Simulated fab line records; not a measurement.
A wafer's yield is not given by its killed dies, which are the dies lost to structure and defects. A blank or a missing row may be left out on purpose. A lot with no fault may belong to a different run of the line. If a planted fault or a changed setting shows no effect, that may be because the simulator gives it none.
What tool caused it?	flow gf180mcu	6 lots, 18 wafers sampled, at 3 steps of a route of 602

== WHAT THE GAUGES SHOWED, per wafer ==
GF_HV_LDD_RS_MEAS_53: uses a four-point probe to measure.
lot	measured	on	HV_LDD_RS (ohm/sq)
L774	day 13 06:51	film-metro-02	418.3 417.7 417.4
L778	day 14 18:24	film-metro-02	416.3 416.8 417.1
L780	day 15 11:49	film-metro-02	418.1 417.1 418.4
L788	day 18 01:14	film-metro-02	421.7 421.9 420.6 421.0 421.2 422.4
L790	day 18 16:47	film-metro-04	419.6 417.8 419.5
L793	day 19 15:07	film-metro-02	418.5 419.2 418.2

== EACH LOT AND THE TOOL THAT RAN IT (in order: tool; ch and the chambers of the sampled wafers; start) ==
lot	GF_POLY_GATE_ETCH_12	GF_HV_LDD_IMPLANT_35
L774	rie-diel-03 ch 0,1,2, day 9 23:21	implanter-04 ch 0, day 12 10:05
L778	rie-diel-01 ch 2,3, day 11 07:36	implanter-02 ch 0, day 13 20:44
L780	rie-diel-03 ch 0,1, day 11 23:38	implanter-04 ch 0, day 14 14:16
L788	rie-diel-01 ch 1,3, day 14 05:17	implanter-02 ch 0, day 17 01:34
L790	rie-diel-02 ch 1,2,3, day 14 19:23	implanter-04 ch 0, day 17 16:30
L793	rie-diel-03 ch 0,3, day 15 15:53	implanter-03 ch 0, day 18 13:49
- GF_POLY_GATE_ETCH_12: etches BARC in N2/H2.
- GF_HV_LDD_IMPLANT_35

== THE ANSWER, worked out from the rows above alone ==
Rule: the lots themselves supply what counts as usual. Put in order of their means at a reading, lots are off if they are a third of the lots or fewer, leave a main group of 4 or more, and stand apart from it by a gap of 3 or more times the standard deviation of the main group's means; of several such gaps the widest counts. A main group whose means are all the same, to the digits that the tables above print for the reading, isn't used. A lot without any number at a reading at which 4 lots or more have one is off too. Any other lot the step has rows for is counted as sound.
Off: L788, seen at GF_HV_LDD_RS_MEAS_53 (HV_LDD_RS). The main group: mean 418.0 ohm/sq, standard deviation 0.77.
A tool fits if, at a process step before that reading, it ran every lot that is off, and no sound lot after the first of them. Gauges at GF_HV_LDD_RS_MEAS_53: tried the same way as those tools. Undecided on this evidence; 2 tools fit (rie-diel-01 at GF_POLY_GATE_ETCH_12, implanter-02 at GF_HV_LDD_IMPLANT_35).

== WHAT THE SIMULATOR HAD INSERTED ==
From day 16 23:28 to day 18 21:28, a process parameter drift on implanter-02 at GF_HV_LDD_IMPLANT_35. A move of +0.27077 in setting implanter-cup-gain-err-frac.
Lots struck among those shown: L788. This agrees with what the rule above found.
